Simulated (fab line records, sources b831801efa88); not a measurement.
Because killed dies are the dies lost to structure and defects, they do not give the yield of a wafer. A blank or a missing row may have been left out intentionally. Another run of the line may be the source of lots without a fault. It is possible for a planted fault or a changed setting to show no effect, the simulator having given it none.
fab line records	flow sky130
record: lots: 6	wafers: 18	lastDay: 50
route steps=708 shown LDD_P@263 LDD_HVN@267 LDD_HVP@278 PAD_OPEN@708
lots that met no fault: from a run of the same line without faults
startH: hours from the record's first day to the start of the lot's first wafer shown	waitH: hours elapsed since this lot's preceding step	" same as the row above	L1.1+2: one row covering several wafers at once	- no value present, or no start provided	* or withheld: withheld	< > ~ a bound
route shown NAME@n: NAME is a module with steps in the file, n the number in the route of the first one	usual: average and standard deviation across the fault-free wafers	same: alike in all rows	chamber/n: place in a boat	sites: per-site readings	_std_site: standard deviation of those values	_edge_site: outer sites' mean less inner sites'	radiusMm: for every site, how far away it sits from the centre of the wafer	mask NAME#n: copy n	behind: the tool/chamber that last shaped the wafer	hold: cause of the lot's hold/its duration in hours/its outcome	device: transistor that didn't switch, given as n, p or np	end of line: tests of these same wafers at the route's end	a step with no rows: only its recipe	killed: the dies lost at the first sort to structure and to defects; this is not the yield of the wafer	map: per-die view of a wafer (x killed, . not killed, _ where there is no die)
set.NAME: the setting the step ran with; set.NAME@STEP: the setting that earlier step ran with	model.NAME: the simulator's own value behind a step, which no gauge read
lots at selected steps of the route; one table per step, one row per wafer
services: when a tool's chamber went out of use (startH, in hours from the record's first day, below 0 if earlier), for how many hours, and the reason
== steps ==
step: SKY_LDD_P_OVL_MEAS_08
usual: LDD_P_OVL: 1.1/1.2
lot.wafer	tool	chamber	startH	waitH	LDD_P_OVL[nm]
L784.2	overlay-02	-	450.58	0.1	1.0
L784.3	"	-	"	"	1.0
L784.5	"	-	"	"	2.0
L786.1	overlay-01	-	460.22	0.1	1.9
L786.2	"	-	"	"	1.8
L786.6	"	-	"	"	0.7
L788.1	overlay-01	-	486.90	0.1	0.9
L788.3	"	-	"	"	-0.2
L788.4	"	-	"	"	1.4
L789.3	overlay-01	-	502.16	0.1	1.8
L789.4	"	-	"	"	1.7
L789.6	"	-	"	"	1.5
L798.3	overlay-01	-	575.69	0.1	0.5
L798.4	"	-	"	"	0.0
L798.5	"	-	"	"	2.1
L805.3	overlay-01	-	629.06	0.1	-0.3
L805.5	"	-	"	"	0.2
L805.6	"	-	"	"	0.0
step: SKY_LDD_P_IMPLANT_09
recipe: species: BF2	energyKev: 25	doseCm2: 1e+13	tiltDeg: withheld
step: SKY_LDD_P_STRIP_10
recipe: chemistry: O2/N2	powerW: 1400	pressureMtorr: 1500	platenTempC: withheld	o2FlowSccm: 3000	n2FlowSccm: 300	overashFraction: 0.5
usual: chamberPressureMTorr: 1500/3.1	drypumpMotorCurrentA: 5.40/0.24	oesProductAu: 0.716/0.0045	stripTimeToEndpointS: 14.17/0.032
lot.wafer	tool	chamber	startH	waitH	chamberPressureMTorr	drypumpMotorCurrentA	oesProductAu	rfHoursCounterH	stripTimeToEndpointS
L784.2	plasmaAsher-03	0	450.76	0.1	1501	5.22	0.716	2	14.13
L784.3	"	0	"	"	1501	5.22	0.717	-	14.11
L784.5	"	0	"	"	1501	5.20	0.720	-	14.18
L786.1	plasmaAsher-03	1	460.41	0.1	1500	5.25	0.715	3	14.17
L786.2	"	0	"	"	1499	5.21	0.720	3	14.17
L786.6	"	1	"	"	1501	5.28	0.714	-	14.13
L788.1	plasmaAsher-02	0	487.12	0.1	1501	6.12	0.717	67	14.22
L788.3	"	1	"	"	1501	5.76	0.718	-	14.18
L788.4	"	0	"	"	1500	6.12	0.716	-	14.15
L789.3	plasmaAsher-04	1	502.37	0.1	1496	5.32	0.718	-	14.16
L789.4	"	0	"	"	1500	5.55	0.713	-	14.17
L789.6	"	0	"	"	1498	5.57	0.707	-	14.18
L798.3	plasmaAsher-03	1	575.90	0.1	1500	5.24	0.711	-	14.19
L798.4	"	0	"	"	1500	5.22	0.718	-	14.18
L798.5	"	1	"	"	1497	5.25	0.715	-	14.24
L805.3	plasmaAsher-02	0	629.27	0.1	1499	6.13	0.715	-	14.18
L805.5	"	1	"	"	1502	5.76	0.715	-	14.17
L805.6	"	0	"	"	1502	6.11	0.719	-	14.17
step: SKY_LDD_P_TW_MEAS_11
usual: LDD_P_TW: 638/4.4
lot.wafer	tool	chamber	startH	waitH	LDD_P_TW
L784.2	filmMetro-01	-	450.87	0.1	632
L784.3	"	-	"	"	633
L784.5	"	-	"	"	632
L786.1	filmMetro-04	-	460.51	0.1	634
L786.2	"	-	"	"	637
L786.6	"	-	"	"	633
L788.1	filmMetro-02	-	487.22	0.1	642
L788.3	"	-	"	"	637
L788.4	"	-	"	"	641
L789.3	filmMetro-02	-	502.46	0.1	637
L789.4	"	-	"	"	639
L789.6	"	-	"	"	637
L798.3	filmMetro-02	-	575.99	0.1	640
L798.4	"	-	"	"	642
L798.5	"	-	"	"	643
L805.3	filmMetro-02	-	629.36	0.1	641
L805.5	"	-	"	"	643
L805.6	"	-	"	"	642
step: SKY_LDD_HVN_DEHYDRATE_00
recipe: tempC: 200	timeS: 60
step: SKY_LDD_HVN_HMDS_01
recipe: primeTimeS: 60	primeTempC: 120
step: SKY_LDD_HVN_COAT_02
recipe: resist: NOVOLAK	spinRpm: 3000	resistThkNm: 300
step: SKY_LDD_HVN_SOFTBAKE_03
recipe: tempC: 90	timeS: 60	resist: NOVOLAK
step: SKY_LDD_HVN_EXPOSE_04
recipe: maskId: HVNTM	na: 0.6	sourceShape: conventional	sigmaOuter: 0.6	polarization: unpolarized	targetCdNm: 700	doseMj: 127
step: SKY_LDD_HVN_PEB_05
recipe: tempC: withheld	timeS: *	resist: NOVOLAK
step: SKY_LDD_HVN_DEVELOP_06
recipe: resist: NOVOLAK	developer: TMAH	developTimeS: 60	devTempC: 23
step: SKY_LDD_HVN_OVL_MEAS_07
usual: LDD_HVN_OVL: 0.9/1.2
lot.wafer	tool	chamber	startH	waitH	LDD_HVN_OVL[nm]
L784.2	overlay-01	-	482.29	0.1	1.3
L784.3	"	-	"	"	1.8
L784.5	"	-	"	"	1.9
L786.1	overlay-01	-	491.43	0.1	0.4
L786.2	"	-	"	"	-0.3
L786.6	"	-	"	"	-1.3
L788.1	overlay-02	-	517.11	0.1	-1.8
L788.3	"	-	"	"	1.7
L788.4	"	-	"	"	0.6
L789.3	overlay-01	-	531.35	0.1	3.1
L789.4	"	-	"	"	2.9
L789.6	"	-	"	"	1.8
L798.3	overlay-01	-	605.45	0.1	0.6
L798.4	"	-	"	"	-0.8
L798.5	"	-	"	"	0.9
L805.3	overlay-01	-	659.03	0.1	-0.7
L805.5	"	-	"	"	1.7
L805.6	"	-	"	"	-0.9
step: SKY_LDD_HVN_IMPLANT_08
recipe: species: P	energyKev: 60	doseCm2: 3e+13	tiltDeg: 40
usual: beamEnergyKeV: 59.997/0.019	endStationPressureTorr: 5.14e-06/2.9e-07	tiltDeg: 39.999/0.022
lot.wafer	tool	chamber	startH	waitH	beamEnergyKeV	endStationPressureTorr	tiltDeg	model.implant.rpNm	model.implant.drpNm
L784.2	implanter-03	0	482.34	0.0	59.966	5.32e-06	40.028	55.85	28.15
L784.3	"	0	"	"	59.975	5.02e-06	40.007	55.85	28.15
L784.5	"	0	"	"	59.973	5.16e-06	40.012	55.85	28.15
L786.1	implanter-02	0	491.47	0.0	59.994	5.64e-06	39.989	54.35	28.15
L786.2	"	0	"	"	59.955	4.81e-06	40.007	54.35	28.15
L786.6	"	0	"	"	60.026	5.22e-06	39.992	54.35	28.15
L788.1	implanter-02	0	517.15	0.0	77.541	4.88e-06	39.998	71.72	35.11
L788.3	"	0	"	"	77.540	4.8e-06	39.979	71.72	35.11
L788.4	"	0	"	"	77.560	5.16e-06	40.018	71.72	35.11
L789.3	implanter-02	0	531.43	0.1	77.536	5.16e-06	40.002	70.14	35.11
L789.4	"	0	"	"	77.555	5.63e-06	39.975	70.14	35.11
L789.6	"	0	"	"	77.550	5.03e-06	40.012	70.14	35.11
L798.3	implanter-03	0	605.53	0.1	60.011	4.63e-06	39.992	52.46	28.15
L798.4	"	0	"	"	60.022	5.28e-06	40.012	52.46	28.15
L798.5	"	0	"	"	59.994	4.84e-06	40.010	52.46	28.15
L805.3	implanter-02	0	659.10	0.1	59.978	4.73e-06	40.000	55.05	28.15
L805.5	"	0	"	"	59.978	5.15e-06	39.995	55.05	28.15
L805.6	"	0	"	"	60.009	4.8e-06	39.994	55.05	28.15
step: SKY_LDD_HVN_STRIP_09
recipe: chemistry: O2/N2	powerW: 1400	pressureMtorr: 1500	platenTempC: withheld	o2FlowSccm: 3000	n2FlowSccm: 300	overashFraction: 0.5
usual: chamberPressureMTorr: 1499.9/1.3	drypumpMotorCurrentA: 5.5/0.45	oesProductAu: 0.408/0.0044	stripTimeToEndpointS: 4.131/0.015
lot.wafer	tool	chamber	startH	waitH	chamberPressureMTorr	drypumpMotorCurrentA	oesProductAu	rfHoursCounterH	stripTimeToEndpointS
L784.2	plasmaAsher-03	0	482.47	0.1	1499.6	5.2	0.409	5	4.096
L784.3	"	1	"	"	1500.6	5.2	0.402	-	4.124
L784.5	"	1	"	"	1501.5	5.3	0.405	-	4.108
L786.1	plasmaAsher-01	0	491.62	0.1	1501.5	5.8	0.406	82	4.126
L786.2	"	1	"	"	1499.1	4.7	0.405	82	4.141
L786.6	"	1	"	"	1500.9	4.7	0.406	-	4.118
L788.1	plasmaAsher-03	0	517.30	0.1	1499.2	5.2	0.408	9	4.132
L788.3	"	0	"	"	1502.8	5.2	0.404	-	4.140
L788.4	"	1	"	"	1498.0	5.3	0.407	-	4.111
L789.3	plasmaAsher-01	1	531.56	0.1	1499.7	4.7	0.411	-	4.150
L789.4	"	0	"	"	1501.0	5.8	0.401	-	4.141
L789.6	"	1	"	"	1501.2	4.7	0.412	-	4.135
L798.3	plasmaAsher-03	0	605.66	0.1	1500.4	5.2	0.410	-	4.103
L798.4	"	1	"	"	1498.9	5.2	0.406	-	4.117
L798.5	"	0	"	"	1501.7	5.2	0.408	-	4.112
L805.3	plasmaAsher-03	0	659.23	0.1	1500.2	5.2	0.408	-	4.109
L805.5	"	0	"	"	1499.4	5.2	0.407	-	4.123
L805.6	"	1	"	"	1498.8	5.3	0.415	-	4.119
step: SKY_LDD_HVN_TW_MEAS_10
usual: LDD_HVN_TW: 1441/8.5
lot.wafer	tool	chamber	startH	waitH	LDD_HVN_TW
L784.2	filmMetro-03	-	482.58	0.1	1438
L784.3	"	-	"	"	1437
L784.5	"	-	"	"	1429
L786.1	filmMetro-01	-	491.72	0.1	1428
L786.2	"	-	"	"	1426
L786.6	"	-	"	"	1432
L788.1	filmMetro-02	-	517.40	0.1	1542
L788.3	"	-	"	"	1544
L788.4	"	-	"	"	1553
L789.3	filmMetro-03	-	531.65	0.1	1538
L789.4	"	-	"	"	1539
L789.6	"	-	"	"	1546
L798.3	filmMetro-03	-	605.75	0.1	1436
L798.4	"	-	"	"	1438
L798.5	"	-	"	"	1437
L805.3	filmMetro-03	-	659.32	0.1	1432
L805.5	"	-	"	"	1438
L805.6	"	-	"	"	1433
step: SKY_LDD_HVP_DEHYDRATE_00
recipe: tempC: 200	timeS: 60
step: SKY_PAD_OPEN_PROBE_99
usual: killed_at_M0_to_M3: 43/7.2	killed_at_M4_up: 3.1/1.8	killedAtContacts: 24/5.4	killedAtFrontEnd: 15/4.4	killedAtOther: 0.4/0.56	killedDies: 86/9.3	killedOpen: 47/6.9	killedShort: 39/6.6
same: grossDies: 492	killedAtBackSide: 0
lot.wafer	tool	chamber	startH	waitH	killed_at_M0_to_M3	killed_at_M4_up	killedAtContacts	killedAtFrontEnd	killedAtOther	killedDies	killedOpen	killedShort	model.etest.tip_n_5v.rsOhmSq	model.etest.nfetG5v0d10v5.rOnOhmUm	model.etest.nfetG5v0d10v5.driveUaUm	model.etest.nfetG5v0d10v5.vtSatV	model.etest.nfetG5v0d10v5.vtV
L784.2	prober-01	-	1092.31	0.1	32	4	21	15	1	73	35	38	1376	1843	629.7	0.746	0.8047
L784.3	prober-01	-	1092.36	0.2	32	1	31	23	0	87	41	45	1376	1852	627.9	0.7398	0.7962
L784.5	prober-01	-	1092.46	0.2	33	3	26	15	0	77	42	34	1397	1850	625	0.7555	0.8084
L786.1	prober-01	-	1095.32	0.1	33	3	30	19	0	85	54	31	1374	1866	617.2	0.7472	0.8064
L786.2	prober-01	-	1095.37	0.1	35	7	31	19	0	92	46	46	1388	1919	611.1	0.7564	0.8123
L786.6	prober-01	-	1095.57	0.2	48	3	32	19	0	102	54	48	1388	1850	621.3	0.7494	0.8071
L788.1	prober-01	-	1118.06	0.1	38	1	32	11	0	82	42	40	1247	1764	655.7	0.7009	0.7752
L788.3	prober-01	-	1118.16	0.2	33	4	23	19	0	79	45	34	1245	1768	657.6	0.7068	0.7786
L788.4	prober-01	-	1118.21	0.2	58	3	22	17	0	100	51	49	1248	1810	640	0.7061	0.7794
L789.3	prober-02	-	1121.17	0.2	30	1	26	9	0	66	31	35	1277	1808	632.4	0.7277	0.7982
L789.4	prober-02	-	1121.22	0.2	50	0	23	11	0	84	53	31	1281	1816	621.5	0.7307	0.8022
L789.6	prober-02	-	1121.32	0.2	51	2	32	14	1	100	46	54	1275	1796	636	0.7373	0.8044
L798.3	prober-01	-	1178.25	0.2	52	3	14	12	0	81	37	44	1450	1918	595.9	0.7821	0.8341
L798.4	prober-01	-	1178.30	0.2	47	3	29	22	0	101	54	47	1444	1914	595.9	0.7691	0.8219
L798.5	prober-01	-	1178.35	0.2	29	1	19	19	1	69	42	26	1458	1914	595.5	0.7728	0.8259
L805.3	prober-02	-	1201.26	0.2	40	3	19	17	1	80	39	41	1400	1855	608.1	0.7692	0.8258
L805.5	prober-02	-	1201.36	0.2	35	4	24	14	1	78	31	47	1400	1854	620.9	0.7588	0.8135
L805.6	prober-02	-	1201.41	0.2	63	3	27	14	1	108	56	52	1402	1890	601.7	0.7742	0.83
killed by level:class
L784.2 VIA1:geometricParticle:open=8 FIELD_ISO:geometricParticle:short=6 LI_CONTACT:geometricParticle:open=6 VIA3:geometricParticle:open=6 CONTACT:geometricParticle:short=5 LOCAL_INTERCONNECT:geometricParticle:short=4 METAL1:geometricParticle:short=4 VIA2:geometricParticle:open=4
L784.3 LI_CONTACT:geometricParticle:open=12 FIELD_ISO:geometricParticle:short=7 POLY_GATE:geometricParticle:short=6 CONTACT:geometricParticle:open=6 METAL1:geometricParticle:short=6 VIA3:geometricParticle:open=6 LI_CONTACT:geometricParticle:short=5 METAL2:geometricParticle:short=5
L784.5 LI_CONTACT:geometricParticle:open=10 VIA1:geometricParticle:open=10 CONTACT:geometricParticle:open=7 FIELD_ISO:geometricParticle:short=6 LOCAL_INTERCONNECT:geometricParticle:short=4 METAL2:geometricParticle:short=4 VIA2:geometricParticle:open=4 VIA3:geometricParticle:open=4
L786.1 VIA1:geometricParticle:open=13 CONTACT:geometricParticle:open=11 FIELD_ISO:geometricParticle:open=7 LI_CONTACT:geometricParticle:open=7 CONTACT:geometricParticle:short=6 LOCAL_INTERCONNECT:geometricParticle:short=5 VIA3:geometricParticle:open=4 VIA2:geometricParticle:open=4
L786.2 VIA1:geometricParticle:open=11 POLY_GATE:geometricParticle:open=8 LOCAL_INTERCONNECT:geometricParticle:short=8 CONTACT:geometricParticle:short=7 LI_CONTACT:geometricParticle:open=7 CONTACT:geometricParticle:open=5 VIA1:geometricParticle:short=5 METAL4:geometricParticle:short=5
L786.6 LI_CONTACT:geometricParticle:open=10 VIA1:geometricParticle:open=10 CONTACT:geometricParticle:open=10 VIA2:geometricParticle:open=8 METAL1:geometricParticle:short=7 LOCAL_INTERCONNECT:geometricParticle:short=6 POLY_GATE:geometricParticle:short=5 POLY_GATE:geometricParticle:open=5
L788.1 LI_CONTACT:geometricParticle:open=11 VIA3:geometricParticle:open=9 CONTACT:geometricParticle:open=8 LOCAL_INTERCONNECT:geometricParticle:short=6 CONTACT:geometricParticle:short=6 METAL1:geometricParticle:short=6 METAL2:geometricParticle:short=5 VIA2:geometricParticle:open=5
L788.3 LI_CONTACT:geometricParticle:open=7 CONTACT:geometricParticle:open=7 FIELD_ISO:geometricParticle:open=6 VIA3:geometricParticle:open=6 VIA2:geometricParticle:open=6 POLY_GATE:geometricParticle:open=5 VIA1:geometricParticle:short=5 VIA1:geometricParticle:open=4
L788.4 VIA1:geometricParticle:open=13 VIA2:geometricParticle:open=9 VIA1:geometricParticle:short=8 CONTACT:geometricParticle:short=7 METAL1:geometricParticle:short=7 LI_CONTACT:geometricParticle:open=6 VIA3:geometricParticle:open=6 POLY_GATE:geometricParticle:open=5
L789.3 LI_CONTACT:geometricParticle:open=9 VIA1:geometricParticle:open=7 CONTACT:geometricParticle:open=6 LI_CONTACT:geometricParticle:short=5 VIA1:geometricParticle:short=5 LOCAL_INTERCONNECT:geometricParticle:short=5 METAL2:geometricParticle:short=4 FIELD_ISO:geometricParticle:short=3
L789.4 VIA1:geometricParticle:open=13 CONTACT:geometricParticle:open=9 LI_CONTACT:geometricParticle:open=7 VIA2:geometricParticle:open=7 VIA3:geometricParticle:open=6 VIA1:geometricParticle:short=5 POLY_GATE:geometricParticle:short=4 CONTACT:geometricParticle:short=4
L789.6 VIA1:geometricParticle:open=16 LOCAL_INTERCONNECT:geometricParticle:short=10 CONTACT:geometricParticle:open=9 METAL2:geometricParticle:short=7 CONTACT:geometricParticle:short=6 FIELD_ISO:geometricParticle:short=6 VIA2:geometricParticle:open=6 VIA1:geometricParticle:short=5
L798.3 VIA1:geometricParticle:short=12 VIA1:geometricParticle:open=8 METAL2:geometricParticle:short=6 METAL3:geometricParticle:short=5 FIELD_ISO:geometricParticle:short=5 VIA3:geometricParticle:open=5 CONTACT:geometricParticle:open=5 VIA2:geometricParticle:open=5
L798.4 VIA1:geometricParticle:open=13 CONTACT:geometricParticle:open=12 VIA2:geometricParticle:open=8 METAL2:geometricParticle:short=7 VIA3:geometricParticle:open=7 FIELD_ISO:geometricParticle:short=6 CONTACT:geometricParticle:short=6 POLY_GATE:geometricParticle:short=5
L798.5 VIA1:geometricParticle:open=10 POLY_GATE:geometricParticle:short=8 VIA2:geometricParticle:open=6 CONTACT:geometricParticle:open=6 CONTACT:geometricParticle:short=5 LI_CONTACT:geometricParticle:open=4 POLY_GATE:geometricParticle:open=3 METAL1:geometricParticle:short=3
L805.3 VIA1:geometricParticle:open=6 METAL2:geometricParticle:short=6 VIA3:geometricParticle:open=6 CONTACT:geometricParticle:short=5 CONTACT:geometricParticle:open=5 METAL1:geometricParticle:short=5 POLY_GATE:geometricParticle:short=4 POLY_CUT:geometricParticle:open=4
L805.5 LI_CONTACT:geometricParticle:open=9 METAL1:geometricParticle:short=8 VIA1:geometricParticle:open=7 CONTACT:geometricParticle:short=6 VIA3:geometricParticle:short=6 CONTACT:geometricParticle:open=5 VIA1:geometricParticle:short=5 POLY_GATE:geometricParticle:short=4
L805.6 VIA1:geometricParticle:open=11 METAL2:geometricParticle:short=10 VIA3:geometricParticle:open=9 LI_CONTACT:geometricParticle:open=8 VIA2:geometricParticle:open=8 VIA1:geometricParticle:short=8 CONTACT:geometricParticle:open=6 FIELD_ISO:geometricParticle:open=5
== services ==
tool	chamber	startH	hours	kind
plasmaAsher-04	-	429.20	8.1	repair
plasmaAsher-03	0	430.25	-	clean
plasmaAsher-03	1	430.25	-	clean
plasmaAsher-01	-	437.41	0.7	repair
plasmaAsher-03	-	447.01	2.4	repair
implanter-02	-	484.72	1.4	repair
implanter-03	-	484.74	2.4	repair
plasmaAsher-01	-	526.68	3.8	repair
implanter-03	-	566.30	1.8	repair
plasmaAsher-02	-	601.70	2.8	pm
plasmaAsher-04	-	630.79	3.5	repair
implanter-03	-	649.47	4.6	pm
plasmaAsher-04	-	653.67	2.8	pm
plasmaAsher-03	-	658.47	0.7	repair
== key ==
firstSign: step: SKY_LDD_HVN_IMPLANT_08	reading: beamEnergyKeV	direction: up	sigmas: 99+	usual: *	struck: *
effect: step: SKY_LDD_HVN_TW_MEAS_10	reading: LDD_HVN_TW	direction: up	sigmas: 12	usual: 1441	struck: 1544
modelEffect: step: SKY_LDD_HVN_IMPLANT_08	value: implant.rpNm	without: 54.49	struck: 70.93
modelEffect: step: SKY_PAD_OPEN_PROBE_99	value: etest.tip_n_5v.rsOhmSq	without: 1406	struck: 1262
metAt SKY_LDD_HVN_IMPLANT_08
struckWafers L788.1,L788.3,L788.4,L789.3,L789.4,L789.6
testerLeftOut L788,L789
onsetBetween 491.47 517.15
fault: kind: processParameterDrift	tool: implanter-02	chamber: -	onsetH: 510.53	steps: SKY_LDD_HVN_IMPLANT_08	channel: energyKev	offset: *	shape: step	endH: 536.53	actsIn: *	stated: *
testerLeftOut: of these lots the tester's yield and bins aren't shown, on N5 and GAA mostly nor the transistor test; their killed dies are dies lost to structure and defects alone, not to doping, threshold or leakage, so they don't give the yield
